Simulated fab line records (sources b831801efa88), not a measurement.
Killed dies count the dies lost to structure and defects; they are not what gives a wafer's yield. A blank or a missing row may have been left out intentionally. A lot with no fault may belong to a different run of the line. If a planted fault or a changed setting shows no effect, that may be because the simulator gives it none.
fab line records	flow gf180mcu
[record] lots = 11	wafers = 33	lastDay = 34
route steps=602 shown LVPWELL@58 SAB@277 V1@356 M2@364
lots with no fault: from the same line, run without faults
startH: hours from the record's first day to the start of the lot's first wafer shown	waitH: hours from the lot's prior step to this one	" same as the row above	L1.1+2: a single row standing in for several wafers	- value missing, or start not given	* or withheld: withheld	< > ~ a bound
route shown NAME@n: names a module that has steps shown in the file, with the first one's number in the route	usual: mean/standard deviation taken from wafers without a fault	same: alike in all rows	chamber/n: place in a boat	sites: per-site readings	_std_site: standard deviation of those values	_edge_site: mean of outer sites minus mean of inner sites	radiusMm: how far each site lies from the wafer's centre	mask NAME#n: copy n	behind: the last tool/chamber to shape the wafer	hold: cause of the lot's hold/its duration in hours/its outcome	device: the n, p or np transistor that did not switch	end of line: tests of these same wafers at the route's end	a step without rows: its recipe alone	killed: dies lost to structure and defects at the first sort, not the wafer's yield	map: a wafer's dies, x killed, . not, _ none there
set.NAME: the setting as run; set.NAME@STEP: as run at that earlier step	model.NAME: the simulator's own value behind a step, which no gauge read
a sample of lots followed through the steps of the route, with each step as a table and each wafer as a row
services: the hour from which a tool's chamber was out of use, counted from the record's first day as startH (under 0 if before that day), plus the number of hours and why
[[steps]]
[step GF_LVPWELL_EXPOSE_04]
[recipe] maskId = LVPWELL	targetCdNm = 600	na = 0.6	sourceShape = conventional	sigmaOuter = 0.6	doseMj = 260
[usual] focusOffsetNm = 0.0/0.47
lot.wafer	tool	chamber	startH	waitH	mask	focusOffsetNm
L557.2	ilineStepper-01	0	62.65	-	LVPWELL#0	0.2
L557.4	"	0	"	"	LVPWELL#0	1.0
L557.6	"	0	"	"	LVPWELL#0	0.3
L558.3	ilineStepper-02	0	68.20	-	LVPWELL#0	0.3
L558.4	"	0	"	"	LVPWELL#0	-0.3
L558.5	"	0	"	"	LVPWELL#0	-0.3
L561.1	ilineStepper-01	0	84.92	-	LVPWELL#0	0.0
L561.3	"	0	"	"	LVPWELL#0	-0.3
L561.5	"	0	"	"	LVPWELL#0	-1.0
L564.1	ilineStepper-01	0	100.68	-	LVPWELL#0	0.7
L564.3	"	0	"	"	LVPWELL#0	0.1
L564.4	"	0	"	"	LVPWELL#0	0.0
L568.3	ilineStepper-01	0	124.34	-	LVPWELL#0	0.0
L568.5	"	0	"	"	LVPWELL#0	-0.2
L568.6	"	0	"	"	LVPWELL#0	-0.1
L570.2	ilineStepper-02	0	134.61	-	LVPWELL#0	0.2
L570.4	"	0	"	"	LVPWELL#0	0.2
L570.6	"	0	"	"	LVPWELL#0	0.2
L572.1	ilineStepper-02	0	145.91	-	Nwell#0	-0.4
L572.3	"	0	"	"	Nwell#0	-0.3
L572.5	"	0	"	"	Nwell#0	-0.7
L577.1	ilineStepper-01	0	173.66	-	LVPWELL#0	0.4
L577.5	"	0	"	"	LVPWELL#0	0.3
L577.6	"	0	"	"	LVPWELL#0	-0.1
L578.1	ilineStepper-01	0	177.60	-	LVPWELL#0	0.7
L578.2	"	0	"	"	LVPWELL#0	0.6
L578.4	"	0	"	"	LVPWELL#0	0.5
L579.2	ilineStepper-01	0	184.97	-	LVPWELL#0	0.0
L579.5	"	0	"	"	LVPWELL#0	-0.5
L579.6	"	0	"	"	LVPWELL#0	0.6
L580.1	ilineStepper-02	0	190.72	-	LVPWELL#0	0.5
L580.2	"	0	"	"	LVPWELL#0	0.3
L580.3	"	0	"	"	LVPWELL#0	0.0
[step GF_LVPWELL_OVL_MEAS_07]
[usual] LVPWELL_OVL = -0.4/1.2
lot.wafer	tool	chamber	startH	waitH	LVPWELL_OVL[nm]
L557.2	overlay-02	-	69.25	-	0.0
L557.4	"	-	"	"	-0.4
L557.6	"	-	"	"	-0.8
L558.3	overlay-02	-	74.34	-	-1.8
L558.4	"	-	"	"	-1.2
L558.5	"	-	"	"	-1.2
L561.1	overlay-01	-	91.08	-	1.0
L561.3	"	-	"	"	-0.3
L561.5	"	-	"	"	-1.0
L564.1	overlay-02	-	107.39	-	1.9
L564.3	"	-	"	"	1.5
L564.4	"	-	"	"	1.5
L568.3	overlay-01	-	131.75	-	-1.1
L568.5	"	-	"	"	-0.8
L568.6	"	-	"	"	0.1
L570.2	overlay-01	-	141.80	-	1.0
L570.4	"	-	"	"	0.4
L570.6	"	-	"	"	1.7
L572.1	overlay-01	-	153.58	-	-
L572.3	"	-	"	"	-
L572.5	"	-	"	"	-
L577.1	overlay-01	-	181.98	-	2.0
L577.5	"	-	"	"	-0.4
L577.6	"	-	"	"	1.3
L578.1	overlay-01	-	185.83	-	-0.2
L578.2	"	-	"	"	0.6
L578.4	"	-	"	"	-1.5
L579.2	overlay-02	-	193.21	-	-2.0
L579.5	"	-	"	"	-0.5
L579.6	"	-	"	"	1.2
L580.1	overlay-01	-	198.95	-	-1.6
L580.2	"	-	"	"	-1.5
L580.3	"	-	"	"	-1.4
[step GF_LVPWELL_TW_MEAS_11]
[usual] LVPWELL_TW = 558.3/2.9
lot.wafer	tool	chamber	startH	waitH	hold	LVPWELL_TW
L557.2	filmMetro-03	-	69.69	0.1	-	561.1
L557.4	"	-	"	"	-	562.7
L557.6	"	-	"	"	-	559.2
L558.3	filmMetro-03	-	74.79	0.1	-	558.3
L558.4	"	-	"	"	-	555.4
L558.5	"	-	"	"	-	556.2
L561.1	filmMetro-03	-	91.52	0.1	-	560.3
L561.3	"	-	"	"	-	562.0
L561.5	"	-	"	"	-	560.1
L564.1	filmMetro-02	-	107.83	0.1	-	560.7
L564.3	"	-	"	"	-	563.6
L564.4	"	-	"	"	-	559.0
L568.3	filmMetro-02	-	132.28	0.1	-	561.9
L568.5	"	-	"	"	-	559.5
L568.6	"	-	"	"	-	562.9
L570.2	filmMetro-02	-	142.24	0.1	-	559.5
L570.4	"	-	"	"	-	563.1
L570.6	"	-	"	"	-	560.9
L572.1	filmMetro-02	-	154.02	0.1	awaitDispo/0.2h/release	30.0
L572.3	"	-	"	"	awaitDispo/0.2h/release	29.8
L572.5	"	-	"	"	awaitDispo/0.2h/release	29.8
L572.1	filmMetro-02	-	154.24	0.2	-	29.8
L572.3	"	-	"	"	-	30.0
L572.5	"	-	"	"	-	29.9
L577.1	filmMetro-04	-	182.42	0.1	-	553.8
L577.5	"	-	"	"	-	554.6
L577.6	"	-	"	"	-	554.3
L578.1	filmMetro-04	-	186.27	0.1	-	554.5
L578.2	"	-	"	"	-	553.3
L578.4	"	-	"	"	-	554.6
L579.2	filmMetro-02	-	193.65	0.1	-	562.5
L579.5	"	-	"	"	-	562.0
L579.6	"	-	"	"	-	562.1
L580.1	filmMetro-04	-	199.38	0.1	-	557.6
L580.2	"	-	"	"	-	556.7
L580.3	"	-	"	"	-	558.6
[step GF_SAB_STRIP_13]
[recipe] chemistry = O2/N2	powerW = 1400	pressureMtorr = 1500	platenTempC = 250	o2FlowSccm = 3000	n2FlowSccm = 300	overashFraction = 0.5
[usual] chamberPressureMTorr = 1500.1/1.4	drypumpMotorCurrentA = 5.9/0.37	heaterPowerW = 324/31	n2FlowSccm = 300.0/0.96	oesProductAu = 0.710/0.0046	stripTimeToEndpointS = 12.62/0.035
lot.wafer	tool	chamber	startH	waitH	chamberPressureMTorr	drypumpMotorCurrentA	heaterPowerW	n2FlowSccm	oesProductAu	rfHoursCounterH	stripTimeToEndpointS
L557.2	plasmaAsher-02	0	345.05	0.0	1501.2	6.4	344	300.4	0.708	68	12.59
L557.4	"	0	"	"	1497.1	6.4	335	301.0	0.708	-	12.61
L557.6	"	0	"	"	1497.6	6.4	335	300.2	0.710	-	12.58
L558.3	plasmaAsher-01	1	348.04	0.0	1501.0	5.8	317	300.1	0.702	-	12.69
L558.4	"	0	"	"	1499.0	5.5	349	300.8	0.716	-	12.67
L558.5	"	1	"	"	1501.3	5.8	320	300.3	0.701	-	12.64
L561.1	plasmaAsher-02	1	374.74	0.0	1499.6	5.3	318	300.9	0.712	71	12.62
L561.3	"	0	"	"	1499.9	6.5	338	300.3	0.705	-	12.64
L561.5	"	1	"	"	1499.3	5.3	321	300.4	0.703	-	12.57
L564.1	plasmaAsher-01	0	396.64	0.0	1501.1	5.5	349	300.2	0.716	66	12.65
L564.3	"	0	"	"	1501.2	5.5	350	300.5	0.700	-	12.62
L564.4	"	1	"	"	1499.2	5.7	321	298.9	0.706	-	12.67
L568.3	plasmaAsher-01	0	436.18	0.0	1500.1	5.5	347	301.0	0.701	-	12.62
L568.5	"	1	"	"	1501.3	5.7	316	300.1	0.706	-	12.60
L568.6	"	0	"	"	1499.4	5.5	353	302.2	0.708	-	12.56
L570.2	plasmaAsher-01	0	448.14	0.0	1499.6	5.5	359	301.3	0.707	72	12.59
L570.4	"	0	"	"	1501.1	5.5	349	300.4	0.711	-	12.60
L570.6	"	1	"	"	1501.3	5.7	315	299.2	0.713	-	12.58
L577.1	plasmaAsher-03	0	506.33	0.0	1498.4	6.0	266	299.4	0.714	37	12.58
L577.5	"	1	"	"	1501.3	6.2	359	299.4	0.700	-	12.58
L577.6	"	0	"	"	1499.9	6.0	260	300.5	0.717	-	12.63
L578.1	plasmaAsher-03	0	514.43	0.0	1500.4	6.0	267	298.3	0.706	38	12.64
L578.2	"	1	"	"	1499.5	6.2	354	300.1	0.697	38	12.62
L578.4	"	0	"	"	1499.7	6.0	271	299.2	0.720	-	12.63
L579.2	plasmaAsher-01	1	523.30	0.0	1503.5	5.8	316	297.1	0.709	78	12.59
L579.5	"	0	"	"	1500.2	5.5	353	298.8	0.712	-	12.55
L579.6	"	1	"	"	1500.9	5.8	314	297.6	0.713	-	12.59
L580.1	plasmaAsher-01	1	542.04	0.0	1499.5	5.7	312	301.5	0.706	80	12.62
L580.2	"	0	"	"	1498.7	5.6	355	301.4	0.705	80	12.62
L580.3	"	0	"	"	1499.6	5.5	351	300.8	0.715	-	12.60
[step GF_V1_SPUTTER_21]
[recipe] material = Ti	targetThkNm = 15	chamberPressurePa = 5	powerW = 2500	substrateTempC = 200	timeS = 80.02
[usual] chamberPressurePa = 5.000/0.01	throttleValvePct = 30.0/1.2
lot.wafer	tool	chamber	startH	waitH	chamberPressurePa	throttleValvePct
L557.2	pvdSputter-03	-	417.59	0.0	4.998	29.4
L557.4	"	-	"	"	4.993	32.0
L557.6	"	-	"	"	4.988	30.4
L558.3	pvdSputter-01	-	418.86	0.0	5.013	29.3
L558.4	"	-	"	"	4.992	32.4
L558.5	"	-	"	"	5.011	27.8
L561.1	pvdSputter-03	-	448.30	0.0	4.990	31.9
L561.3	"	-	"	"	5.017	29.5
L561.5	"	-	"	"	5.003	29.9
L564.1	pvdSputter-03	-	472.94	0.0	5.013	29.5
L564.3	"	-	"	"	4.999	31.7
L564.4	"	-	"	"	4.993	32.0
L568.3	pvdSputter-01	-	512.41	0.0	4.979	28.9
L568.5	"	-	"	"	5.000	32.0
L568.6	"	-	"	"	5.009	27.8
L570.2	pvdSputter-04	-	524.37	0.0	4.995	29.1
L570.4	"	-	"	"	5.007	29.7
L570.6	"	-	"	"	5.005	29.3
L577.1	pvdSputter-04	-	578.80	0.0	4.983	31.5
L577.5	"	-	"	"	5.006	29.2
L577.6	"	-	"	"	4.993	31.5
L578.1	pvdSputter-03	-	587.28	0.0	5.014	29.8
L578.2	"	-	"	"	4.995	30.0
L578.4	"	-	"	"	5.006	31.8
L579.2	pvdSputter-01	-	595.16	0.0	4.996	32.0
L579.5	"	-	"	"	5.008	27.5
L579.6	"	-	"	"	4.998	32.0
L580.1	pvdSputter-01	-	610.78	0.0	5.010	28.6
L580.2	"	-	"	"	5.007	31.9
L580.3	"	-	"	"	5.006	29.5
[step GF_M2_SPUTTER_02]
[recipe] material = AlCu	targetThkNm = 450	powerW = 10600	timeS = 23.9	chamberPressurePa = 0.4
[usual] chamberPressurePa = 0.4000/0.00096	throttleValvePct = 29.9/1
lot.wafer	tool	chamber	startH	waitH	chamberPressurePa	throttleValvePct
L557.2	pvdSputter-03	-	418.42	0.0	0.4007	31.7
L557.4	"	-	"	"	0.4008	29.2
L557.6	"	-	"	"	0.4003	29.6
L558.3	pvdSputter-02	-	419.68	0.0	0.4014	28.9
L558.4	"	-	"	"	0.4009	30.9
L558.5	"	-	"	"	0.4002	28.3
L561.1	pvdSputter-02	-	449.13	0.0	0.4004	28.6
L561.3	"	-	"	"	0.3998	29.0
L561.5	"	-	"	"	0.3996	28.4
L564.1	pvdSputter-03	-	473.77	0.0	0.4005	30.0
L564.3	"	-	"	"	0.3997	29.9
L564.4	"	-	"	"	0.3997	29.6
L568.3	pvdSputter-02	-	513.24	0.0	0.4006	30.9
L568.5	"	-	"	"	0.4000	28.5
L568.6	"	-	"	"	0.4011	30.6
L570.2	pvdSputter-03	-	525.20	0.0	0.3987	29.6
L570.4	"	-	"	"	0.3987	29.9
L570.6	"	-	"	"	0.3985	29.8
L577.1	pvdSputter-02	-	579.62	0.0	0.4007	30.9
L577.5	"	-	"	"	0.4000	30.2
L577.6	"	-	"	"	0.4003	29.1
L578.1	pvdSputter-03	-	588.21	0.0	0.3999	31.8
L578.2	"	-	"	"	0.3999	30.0
L578.4	"	-	"	"	0.3993	29.5
L579.2	pvdSputter-03	-	596.08	0.0	0.4001	29.6
L579.5	"	-	"	"	0.4016	30.1
L579.6	"	-	"	"	0.3997	29.7
L580.1	pvdSputter-03	-	611.60	0.0	0.4018	29.4
L580.2	"	-	"	"	0.3992	31.8
L580.3	"	-	"	"	0.4002	30.1
[[services]]
tool	chamber	startH	hours	kind
ilineStepper-02	-	97.61	3.8	repair
pvdSputter-01	-	102.29	3.0	repair
pvdSputter-03	-	114.81	1.6	repair
ilineStepper-01	-	122.50	1.7	pm
pvdSputter-03	-	130.42	2.6	repair
ilineStepper-01	-	178.59	4.4	pm
pvdSputter-02	-	190.46	2.6	repair
ilineStepper-02	-	213.54	1.7	pm
pvdSputter-02	-	249.82	1.1	repair
pvdSputter-02	-	258.37	1.4	repair
pvdSputter-03	-	319.15	7.0	repair
ilineStepper-01	-	340.68	1.7	pm
pvdSputter-03	-	372.91	10.0	repair
ilineStepper-02	-	382.77	28.9	pm
ilineStepper-02	-	431.72	1.7	pm
ilineStepper-01	-	444.67	7.1	repair
pvdSputter-03	-	455.09	2.2	repair
pvdSputter-01	-	467.28	1.6	repair
ilineStepper-02	-	476.58	3.8	repair
plasmaAsher-01	-	490.80	14.6	pm
plasmaAsher-01	-	514.14	3.0	repair
ilineStepper-01	-	555.08	0.8	repair
ilineStepper-01	-	558.86	1.7	pm
plasmaAsher-01	-	577.99	1.0	repair
[[key]]
[firstSign] step = GF_LVPWELL_EXPOSE_04	reading = mask	direction = changed
[effect] step = GF_LVPWELL_OVL_MEAS_07	reading = LVPWELL_OVL	direction = missing
[effect] step = GF_LVPWELL_TW_MEAS_11	reading = visit	direction = added
[effect] step = GF_LVPWELL_TW_MEAS_11	reading = LVPWELL_TW	direction = down	sigmas = 99+	usual = 558.3	struck = 29.9
metAt GF_LVPWELL_EXPOSE_04
struckLots L572
scrappedBehind GF_LVPWELL_TW_MEAS_11 L572.1,L572.3,L572.5
notActingAt GF_SAB_STRIP_13,GF_V1_SPUTTER_21,GF_M2_SPUTTER_02
onsetBetween 134.61 145.91
[fault] kind = wrongMask	tool = any	chamber = -	onsetH = 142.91	steps = GF_LVPWELL_EXPOSE_04	auxCopy = Nwell#0	scope = struckLotsOnly
